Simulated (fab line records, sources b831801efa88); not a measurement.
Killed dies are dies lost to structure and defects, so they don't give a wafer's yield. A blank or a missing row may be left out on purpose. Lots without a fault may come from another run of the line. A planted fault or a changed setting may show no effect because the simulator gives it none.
Problem report in the 8D (eight disciplines) form, filled by code | flow gf180mcu | the parts of the form that need people (team, actions taken, sign-off) are left out

1. THE PROBLEM
beam_energy_keV at GF_VT_IMPLANT_IMPLANT_19 reads a mean of 103.18 on 6 wafers of 2 lots; wafers without a fault read 100.00 with a standard deviation of 0.036. That is +88 standard deviations from the usual mean.
First seen on wafer L389.1, day 8 13:53, on implanter-04. The record holds 39 wafers of 13 lots with a number at this step. Rule for "out", or "out of limits": more than 4 standard deviations from the usual mean. The other wafers with a number count as sound.

2. WHAT IT IS AND WHAT IT IS NOT
question                    | is                     | is not
which readings at this step | beam_energy_keV        | -
which lots                  | L389, L390             | L380, L381, L383, L396, L397, L398, L399, L400, L401, L402, L403
which wafers of those lots  | all that have a number | -
read on which tools         | implanter-04           | implanter-01, implanter-03
when                        | from day 8 13:53       | up to then (9 sound wafers); but 24 sound wafers of L396, L397, L398, L399, L400, L401, L402, L403 came after

3. SUSPECTS, AND WHAT RULES EACH OUT
Counting: a tool at a process step up to the reading stays a suspect if it ran every lot that is out and no sound lot after the first of them.
- implanter-04 at GF_VT_IMPLANT_IMPLANT_19: ruled out as a lasting fault. Sound lots L402, L403 ran on it after its first lot that is out, L389 (day 8 13:53).
Left after counting: nothing in the record.

4. THE CAUSE (what the simulator had put in)
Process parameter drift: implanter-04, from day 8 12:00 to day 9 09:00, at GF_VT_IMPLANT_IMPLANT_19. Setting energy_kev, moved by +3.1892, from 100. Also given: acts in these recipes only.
Counting ruled it out, wrongly.

5. THE CHAIN OF EFFECTS, in route order
Each row: a reading whose mean over the struck wafers that have a number lies more than 3 standard deviations from the usual. Only readings for which the record gives a usual standard deviation are gone through. hours: the time from each lot's start at the first step in this table that gives one to its start at this step, as a median over the lots. sigmas: the change in usual standard deviations.
hours | step                     | reading         | usual  | on struck wafers | change | sigmas
0     | GF_VT_IMPLANT_IMPLANT_19 | beam_energy_keV | 100.00 | 103.18           | +3.18  | +88
The process steps in it:
- GF_VT_IMPLANT_IMPLANT_19
Later measuring or inspecting steps at which every struck wafer that the step has a row for has a number for every such reading, and none has moved that far: GF_SAB_THK_MEAS_01.

6. WHAT WOULD HAVE CAUGHT IT SOONER
In this record the first reading out of limits was taken at day 8 13:53, 2 hours after the fault began at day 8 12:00.
